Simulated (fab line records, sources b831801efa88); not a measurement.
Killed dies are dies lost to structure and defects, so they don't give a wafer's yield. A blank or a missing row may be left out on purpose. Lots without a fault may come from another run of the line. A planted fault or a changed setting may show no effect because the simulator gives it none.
Problem report in the 8D (eight disciplines) form, filled by code | flow sky130 | the parts of the form that need people (team, actions taken, sign-off) are left out

1. THE PROBLEM
rotation_deg at SKY_LDD_N_IMPLANT_09 reads a mean of 247.49 degrees on 6 wafers of 2 lots; wafers without a fault read 113.00 degrees with a standard deviation of 0.033. That is +99 or more standard deviations from the usual mean.
First seen on wafer L502.1, day 23 19:47, on implanter-02. The record holds 39 wafers of 13 lots with a number at this step. Rule for "out", or "out of limits": more than 4 standard deviations from the usual mean. The other wafers with a number count as sound.

2. WHAT IT IS AND WHAT IT IS NOT
question                    | is                     | is not
which readings at this step | rotation_deg           | -
which lots                  | L502, L507             | L489, L490, L491, L492, L493, L495, L496, L498, L509, L511, L512
which wafers of those lots  | all that have a number | -
read on which tools         | implanter-02           | implanter-01, implanter-04
when                        | from day 23 19:47      | up to then (24 sound wafers); but 9 sound wafers of L509, L511, L512 came after

3. SUSPECTS, AND WHAT RULES EACH OUT
Counting: a tool at a process step up to the reading stays a suspect if it ran every lot that is out and no sound lot after the first of them.
- implanter-02 at SKY_LDD_N_IMPLANT_09: kept. It ran every lot that is out, first L502 (day 23 19:47), and no sound lot after that; its last sound lot up to then is L496 (day 20 04:51). Its own readings are out on those wafers: rotation_deg.
Left after counting: implanter-02 at SKY_LDD_N_IMPLANT_09.

4. THE CAUSE (what the simulator had put in)
Process parameter drift: implanter-02, from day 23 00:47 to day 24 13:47, at SKY_LDD_N_IMPLANT_09. Setting rotation_deg, moved by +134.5, from 113. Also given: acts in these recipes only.
Counting left only this tool.

5. THE CHAIN OF EFFECTS, in route order
Each row: a reading whose mean over the struck wafers that have a number lies more than 3 standard deviations from the usual. Only readings for which the record gives a usual standard deviation are gone through. hours: the time from each lot's start at the first step in this table that gives one to its start at this step, as a median over the lots. sigmas: the change in usual standard deviations.
hours | step                 | reading      | usual          | on struck wafers | change  | sigmas
0     | SKY_LDD_N_IMPLANT_09 | rotation_deg | 113.00 degrees | 247.49           | +134.49 | +99 or more
The process steps in it:
- SKY_LDD_N_IMPLANT_09

6. WHAT WOULD HAVE CAUGHT IT SOONER
In this record the first reading out of limits was taken at day 23 19:47, 19 hours after the fault began at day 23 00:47.
